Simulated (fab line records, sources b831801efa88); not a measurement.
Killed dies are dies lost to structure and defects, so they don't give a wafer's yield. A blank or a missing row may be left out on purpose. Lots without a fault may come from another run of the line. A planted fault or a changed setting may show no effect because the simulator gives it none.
Problem report in the 8D (eight disciplines) form, filled by code | flow gf180mcu | the parts of the form that need people (team, actions taken, sign-off) are left out

1. THE PROBLEM
chamber_pressure_Torr at GF_V4_CVD_23 reads a mean of 38.13 Torr on 6 wafers of 2 lots; wafers without a fault read 40.00 Torr with a standard deviation of 0.089. That is -21 standard deviations from the usual mean.
The step: deposits W, target thk 350 nm, time 104.9 s.
First seen on wafer L338.1, day 28 15:17, on cvd_w-02. The record holds 36 wafers of 12 lots with a number at this step. Rule for "out", or "out of limits": more than 4 standard deviations from the usual mean. The other wafers with a number count as sound.

2. WHAT IT IS AND WHAT IT IS NOT
question                    | is                     | is not
which readings at this step | chamber_pressure_Torr  | heater_power_outer_w, heater_power_w
which lots                  | L338, L342             | L327, L328, L329, L331, L332, L333, L334, L335, L346, L348
which wafers of those lots  | all that have a number | -
read on which tools         | cvd_w-02               | cvd_w-01
when                        | from day 28 15:17      | up to then (24 sound wafers); but 6 sound wafers of L346, L348 came after

3. SUSPECTS, AND WHAT RULES EACH OUT
Counting: a tool at a process step up to the reading stays a suspect if it ran every lot that is out and no sound lot after the first of them.
- pecvd-01 at GF_V4_CVD_02 (deposits SiO2 from TEOS, target thk 850 nm, time 94.851 s): ruled out as a lasting fault. Sound lots L346 ran on it after its first lot that is out, L338 (day 27 18:43).
- cvd_w-02 at GF_V4_CVD_23 (deposits W, target thk 350 nm, time 104.9 s): kept. It ran every lot that is out, first L338 (day 28 15:17), and no sound lot after that; its last sound lot up to then is L335 (day 27 22:23). Its own readings are out on those wafers: chamber_pressure_Torr.
Left after counting: cvd_w-02 at GF_V4_CVD_23.

4. THE CAUSE (what the simulator had put in)
Process parameter drift: cvd_w-02, from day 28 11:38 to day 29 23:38, at GF_V4_CVD_23. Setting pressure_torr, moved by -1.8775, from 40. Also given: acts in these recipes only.
Counting left only this tool.

5. THE CHAIN OF EFFECTS, in route order
Each row: a reading whose mean over the struck wafers that have a number lies more than 3 standard deviations from the usual. Only readings for which the record gives a usual standard deviation are gone through. hours: the time from each lot's start at the first step in this table that gives one to its start at this step, as a median over the lots. sigmas: the change in usual standard deviations.
hours | step         | reading               | usual      | on struck wafers | change | sigmas
0     | GF_V4_CVD_23 | chamber_pressure_Torr | 40.00 Torr | 38.13            | -1.87  | -21
The process steps in it:
- GF_V4_CVD_23: deposits W, target thk 350 nm, time 104.9 s.
Later measuring or inspecting steps at which every struck wafer that the step has a row for has a number for every such reading, and none has moved that far: GF_V4_RS_MEAS_24.

6. WHAT WOULD HAVE CAUGHT IT SOONER
In this record the first reading out of limits was taken at day 28 15:17, 4 hours after the fault began at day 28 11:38.
